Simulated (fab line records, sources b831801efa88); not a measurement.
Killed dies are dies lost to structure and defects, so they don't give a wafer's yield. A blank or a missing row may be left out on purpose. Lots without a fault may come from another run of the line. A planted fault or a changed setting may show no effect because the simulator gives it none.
Which tool did it? | flow sfq_line | 14 lots, 42 wafers sampled, at 6 steps of a route of 325

WHAT THE GAUGES READ, wafer by wafer
SFQ_R5_RS_MEAS_933: measures by four-point-probe.
lot  | measured     | on            | R5_MONX_RS (ohm/sq)
L185 | day 55 05:12 | film_metro-03 | 7.00 6.97 6.98
L186 | day 57 01:04 | film_metro-02 | 7.05 6.98 6.89
L187 | day 57 03:24 | film_metro-02 | 6.91 6.84 6.98
L188 | day 57 04:37 | film_metro-03 | 6.94 6.90 6.91
L189 | day 57 07:01 | film_metro-03 | 7.03 7.07 7.02
L190 | day 57 11:57 | film_metro-03 | 7.07 7.06 7.02
L191 | day 57 17:56 | film_metro-02 | 7.05 6.93 7.03
L192 | day 57 20:56 | film_metro-02 | 6.99 7.00 6.97
L197 | day 58 11:56 | film_metro-02 | 6.55 6.62 6.54
L198 | day 58 13:38 | film_metro-03 | 6.99 7.12 7.03
L199 | day 58 22:10 | film_metro-02 | 6.87 6.91 6.99
L201 | day 59 12:41 | film_metro-02 | 6.55 6.58 6.61
L205 | day 60 10:40 | film_metro-03 | 6.98 6.95 7.07
L207 | day 60 21:37 | film_metro-03 | 7.07 7.04 7.15

SFQ_R5_THK_MEAS_934: measures by xrf.
lot  | measured     | on            | R5_MONX_THK (nm)
L185 | day 55 05:19 | film_metro-03 | 40.2 40.4 40.3
L186 | day 57 01:10 | film_metro-02 | 40.3 40.4 41.2
L187 | day 57 03:31 | film_metro-02 | 41.1 41.6 40.7
L188 | day 57 04:44 | film_metro-03 | 40.7 41.2 40.7
L189 | day 57 07:08 | film_metro-03 | 40.5 40.2 40.2
L190 | day 57 12:04 | film_metro-03 | 40.0 40.2 40.2
L191 | day 57 18:03 | film_metro-02 | 40.3 41.0 40.4
L192 | day 57 21:03 | film_metro-02 | 40.7 40.6 40.7
L197 | day 58 12:03 | film_metro-02 | 43.5 43.1 43.6
L198 | day 58 13:45 | film_metro-03 | 40.6 40.0 40.3
L199 | day 58 22:16 | film_metro-02 | 41.1 41.0 40.7
L201 | day 59 12:47 | film_metro-02 | 43.4 43.4 43.1
L205 | day 60 10:47 | film_metro-03 | 40.5 40.4 40.1
L207 | day 60 21:43 | film_metro-03 | 40.2 40.2 39.8

WHICH TOOL RAN EACH LOT (tool, then ch and the chambers of the sampled wafers, then the start)
lot  | SFQ_TRILAYER_I2_DEP_PECVD_063   | SFQ_TRILAYER_M5_ETCH_METAL_ETCH_126 | SFQ_TRILAYER_A5B_DEP_PECVD_129  | SFQ_TRILAYER_R5_DEP_SPUTTER_133
L185 | pecvd-01 ch 0,2, day 23 20:40   | rie_metal-03 ch 0,1, day 54 23:50   | pecvd-03 ch 1,2, day 55 00:48   | pvd_sputter-05, day 55 05:07
L186 | pecvd-02 ch 0,1,2, day 23 22:17 | rie_metal-03 ch 0,1, day 56 19:43   | pecvd-01 ch 0,1,2, day 56 20:38 | pvd_sputter-03, day 57 00:56
L187 | pecvd-04 ch 0,1,2, day 24 05:57 | rie_metal-01 ch 0,1, day 56 22:03   | pecvd-02 ch 0,1,2, day 56 23:01 | pvd_sputter-03, day 57 03:20
L188 | pecvd-01 ch 0,1, day 24 14:12   | rie_metal-03 ch 0,1, day 56 23:15   | pecvd-03 ch 0,2, day 57 00:14   | pvd_sputter-05, day 57 04:32
L189 | pecvd-02 ch 0,2, day 30 18:40   | rie_metal-01 ch 0,1, day 57 01:39   | pecvd-01 ch 0,1, day 57 02:37   | pvd_sputter-04, day 57 06:56
L190 | pecvd-04 ch 0,1,2, day 30 19:52 | rie_metal-03 ch 0, day 57 06:34     | pecvd-02 ch 0,1,2, day 57 07:32 | pvd_sputter-03, day 57 11:51
L191 | pecvd-02 ch 0,1, day 31 04:23   | rie_metal-03 ch 0,1, day 57 10:10   | pecvd-01 ch 0,2, day 57 11:08   | pvd_sputter-03, day 57 17:51
L192 | pecvd-02 ch 0,1, day 31 06:47   | rie_metal-01 ch 0,1, day 57 12:40   | pecvd-03 ch 0,1,2, day 57 13:40 | pvd_sputter-05, day 57 20:51
L197 | pecvd-04 ch 0,2, day 32 06:47   | rie_metal-03 ch 0,1, day 58 01:52   | pecvd-03 ch 0,1,2, day 58 02:50 | pvd_sputter-03, day 58 11:51
L198 | pecvd-02 ch 1,2, day 32 16:32   | rie_metal-03 ch 0,1, day 58 05:21   | pecvd-02 ch 0,2, day 58 06:19   | pvd_sputter-04, day 58 13:33
L199 | pecvd-01 ch 0,1,2, day 32 22:31 | rie_metal-04 ch 0,1, day 58 16:47   | pecvd-03 ch 0,2, day 58 17:46   | pvd_sputter-05, day 58 22:04
L201 | pecvd-01 ch 0,1,2, day 33 20:10 | rie_metal-03 ch 0,1, day 59 06:37   | pecvd-03 ch 0,1,2, day 59 07:46 | pvd_sputter-03, day 59 12:33
L205 | pecvd-02 ch 0,2, day 35 16:05   | rie_metal-01 ch 0, day 60 04:14     | pecvd-02 ch 1,2, day 60 05:12   | pvd_sputter-05, day 60 10:35
L207 | pecvd-01 ch 0,1, day 36 05:02   | rie_metal-01 ch 0,1, day 60 16:14   | pecvd-02 ch 0,1,2, day 60 17:12 | pvd_sputter-05, day 60 21:31
- SFQ_TRILAYER_I2_DEP_PECVD_063: deposits SiO2 from SiH4/N2O, time 111.11 s, target thk 500 nm.
- SFQ_TRILAYER_M5_ETCH_METAL_ETCH_126: etches Nb in Cl2/BCl3, stops on SiO2, time 203.2 s, target depth 265 nm.
- SFQ_TRILAYER_A5B_DEP_PECVD_129: deposits SiO2 from SiH4/N2O, time 133.33 s, target thk 600 nm.
- SFQ_TRILAYER_R5_DEP_SPUTTER_133: material MoNx, target thk 40 nm, time 66.7 s.

WHAT THE TOOLS THEMSELVES READ (means of the sampled wafers that have a number; where no wafer has one, the mark that the record gives instead)
SFQ_TRILAYER_I2_DEP_PECVD_063.
lot  | tool     | heater_power_w (W) | throttle_valve_pct (%)
L185 | pecvd-01 | 88                 | 26.9
L186 | pecvd-02 | 90                 | 24.4
L187 | pecvd-04 | 81                 | 24.8
L188 | pecvd-01 | 78                 | 26.9
L189 | pecvd-02 | 94                 | 22.0
L190 | pecvd-04 | 80                 | 25.1
L191 | pecvd-02 | 109                | 22.4
L192 | pecvd-02 | 107                | 22.6
L197 | pecvd-04 | 81                 | 25.5
L198 | pecvd-02 | 91                 | 23.9
L199 | pecvd-01 | 95                 | 26.0
L201 | pecvd-01 | 90                 | 25.9
L205 | pecvd-02 | 99                 | 22.8
L207 | pecvd-01 | 76                 | 27.0

SFQ_TRILAYER_M5_ETCH_METAL_ETCH_126.
lot  | tool         | drypump_motor_current_A (A) | oes_product_au (a.u.)
L185 | rie_metal-03 | 5.2                         | 0.727
L186 | rie_metal-03 | 5.2                         | 0.727
L187 | rie_metal-01 | 5.6                         | 0.720
L188 | rie_metal-03 | 5.2                         | 0.730
L189 | rie_metal-01 | 5.6                         | 0.726
L190 | rie_metal-03 | 5.1                         | 0.725
L191 | rie_metal-03 | 5.2                         | 0.719
L192 | rie_metal-01 | 5.6                         | 0.725
L197 | rie_metal-03 | 5.1                         | 0.724
L198 | rie_metal-03 | 5.2                         | 0.724
L199 | rie_metal-04 | 5.7                         | 0.733
L201 | rie_metal-03 | 5.2                         | 0.733
L205 | rie_metal-01 | 5.1                         | 0.725
L207 | rie_metal-01 | 6.2                         | 0.725

SFQ_TRILAYER_A5B_DEP_PECVD_129.
lot  | tool     | heater_power_w (W) | throttle_valve_pct (%)
L185 | pecvd-03 | 88                 | 25.5
L186 | pecvd-01 | 92                 | 24.1
L187 | pecvd-02 | 97                 | 24.4
L188 | pecvd-03 | 97                 | 24.0
L189 | pecvd-01 | 95                 | 24.3
L190 | pecvd-02 | 91                 | 24.4
L191 | pecvd-01 | 92                 | 23.9
L192 | pecvd-03 | 97                 | 24.6
L197 | pecvd-03 | 89                 | 24.8
L198 | pecvd-02 | 96                 | 23.6
L199 | pecvd-03 | 99                 | 24.2
L201 | pecvd-03 | 97                 | 24.8
L205 | pecvd-02 | 92                 | 25.1
L207 | pecvd-02 | 96                 | 24.9

SFQ_TRILAYER_R5_DEP_SPUTTER_133.
lot  | tool           | cathode_dc_power_W (W) | throttle_valve_pct (%)
L185 | pvd_sputter-05 | 1000.07                | 30.1
L186 | pvd_sputter-03 | 1000.03                | 29.6
L187 | pvd_sputter-03 | 1000.17                | 29.8
L188 | pvd_sputter-05 | 1000.06                | 30.5
L189 | pvd_sputter-04 | 999.99                 | 30.0
L190 | pvd_sputter-03 | 999.79                 | 29.0
L191 | pvd_sputter-03 | 1000.00                | 29.6
L192 | pvd_sputter-05 | 999.80                 | 30.4
L197 | pvd_sputter-03 | 1072.40                | 30.3
L198 | pvd_sputter-04 | 999.81                 | 30.1
L199 | pvd_sputter-05 | 999.92                 | 30.0
L201 | pvd_sputter-03 | 1072.33                | 30.2
L205 | pvd_sputter-05 | 999.98                 | 30.1
L207 | pvd_sputter-05 | 999.94                 | 30.3

THE ANSWER, worked out from the rows above alone
Rule: what is usual is taken from the lots themselves. Put in order of their means at a reading, lots are off if they are a third of the lots or fewer, leave a main group of 4 or more, and stand apart from it by a gap of 3 or more times the standard deviation of the main group's means; of several such gaps the widest counts. A main group whose means are all the same, to the digits that the tables above print for the reading, isn't used. A lot without any number at a reading at which 4 lots or more have one is off too. The other lots that the step has rows for count as sound. The gauges are gone through in route order, then the tools' own readings, and for those a lot's mean is taken as printed above. The first step at which some lot is off is used, and at that step the reading that is off furthest; a lot without a number counts as furthest.
Off: L197, L201, at SFQ_R5_RS_MEAS_933 (R5_MONX_RS). The main group: mean 6.99 ohm/sq, standard deviation 0.054.
A tool fits if, at a process step before that reading, it ran every lot that is off, and no sound lot after the first of them. The gauges at SFQ_R5_RS_MEAS_933 aren't tried: what is off there is off at SFQ_TRILAYER_R5_DEP_SPUTTER_133 too, on other tools, and a gauge's error can't cause that. One fits: pvd_sputter-03 at SFQ_TRILAYER_R5_DEP_SPUTTER_133. Its last sound lot is L191 (day 57 17:51), its first lot that is off L197 (day 58 11:51): a fault that began between those two fits.
The tool's own readings at SFQ_TRILAYER_R5_DEP_SPUTTER_133 bear it out: on the lots that are off they differ by more than 5 times the standard deviation of the sound lots' means. cathode_dc_power_W reads 1072.37 W there against 999.96 W on the sound lots.

WHAT THE SIMULATOR HAD PUT IN
Process parameter drift: pvd_sputter-03, from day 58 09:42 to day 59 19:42, at SFQ_TRILAYER_R5_DEP_SPUTTER_133. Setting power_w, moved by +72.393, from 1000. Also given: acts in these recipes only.
Lots struck among those shown: L197, L201. The rule above found the same.
